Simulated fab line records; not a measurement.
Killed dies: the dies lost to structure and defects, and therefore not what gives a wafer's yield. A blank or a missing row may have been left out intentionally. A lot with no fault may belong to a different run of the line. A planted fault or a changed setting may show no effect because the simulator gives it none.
Which tool is to blame? -- flow gf180mcu -- 45 wafers sampled from 15 lots at 1 step of a route of 602

## WHAT THE GAUGES SHOWED, per wafer
No reading from a measuring or inspecting step in the record can be judged against a usual standard deviation.

## EACH LOT AND THE TOOL THAT RAN IT (in order: tool; ch and the chambers of the sampled wafers; start)
lot,GF_VT_IMPLANT_EXPOSE_26
L546,"iline_stepper-02 ch 0, day 6 13:04"
L547,"iline_stepper-02 ch 0, day 7 00:28"
L548,"iline_stepper-01 ch 0, day 7 05:39"
L549,"iline_stepper-01 ch 0, day 7 09:22"
L551,"iline_stepper-01 ch 0, day 8 01:45"
L552,"iline_stepper-02 ch 0, day 8 05:16"
L553,"iline_stepper-02 ch 0, day 8 09:09"
L554,"iline_stepper-01 ch 0, day 8 16:17"
L555,"iline_stepper-01 ch 0, day 8 21:35"
L557,"iline_stepper-02 ch 0, day 9 13:44"
L558,"iline_stepper-01 ch 0, day 9 16:02"
L563,"iline_stepper-01 ch 0, day 11 03:34"
L566,"iline_stepper-02, day 11 19:18"
L567,"iline_stepper-01, day 12 02:30"
L568,"iline_stepper-02, day 12 08:12"
- GF_VT_IMPLANT_EXPOSE_26: exposes mask LVPWELL HV AREA, target cd 860 nm.

## AS READ BY THE TOOLS THEMSELVES (means over the sampled wafers that have a number; for cases with no such wafer, the mark the record gives instead)
GF_VT_IMPLANT_EXPOSE_26. Usual: exposure_dose_mJ_cm2 139.99, standard deviation 0.14; focus_offset_nm -0.1 nm, standard deviation 0.49.
lot,tool,exposure_dose_mJ_cm2,focus_offset_nm (nm),flag
L546,iline_stepper-02,139.98,0.8,
L547,iline_stepper-02,140.09,-0.3,
L548,iline_stepper-01,139.92,-0.1,
L549,iline_stepper-01,139.77,-0.3,
L551,iline_stepper-01,140.04,-0.0,
L552,iline_stepper-02,140.14,0.1,
L553,iline_stepper-02,140.00,0.2,
L554,iline_stepper-01,139.94,-0.2,
L555,iline_stepper-01,140.06,0.2,
L557,iline_stepper-02,140.17,0.2,
L558,iline_stepper-01,139.90,-0.4,
L563,iline_stepper-01,140.09,0.7,
L566,iline_stepper-02,-,-,OFF
L567,iline_stepper-01,-,-,OFF
L568,iline_stepper-02,-,-,OFF

## THE ANSWER, worked out from the rows above alone
Rule: a lot counts as off when the mean over its wafers that have a number is more than 3 standard deviations away from the usual mean. Also off: a lot with no number at a reading for which 4 or more lots have one. Where the step has rows for the other lots, those lots are counted as sound. First the gauges in route order, then the tools' own readings, where a lot's mean is used as printed above. At the first step where some lot is off, the reading lying furthest off is the one used; lots without a number count as furthest.
Off: L566, L567, L568 (GF_VT_IMPLANT_EXPOSE_26, exposure_dose_mJ_cm2). Without a number there: L566, L567, L568.
If a tool, at that step or one of the process steps before it, ran each lot that is off and ran no sound lot following the first of them, it fits. None of those tried fits.

## WHAT THE SIMULATOR PUT IN
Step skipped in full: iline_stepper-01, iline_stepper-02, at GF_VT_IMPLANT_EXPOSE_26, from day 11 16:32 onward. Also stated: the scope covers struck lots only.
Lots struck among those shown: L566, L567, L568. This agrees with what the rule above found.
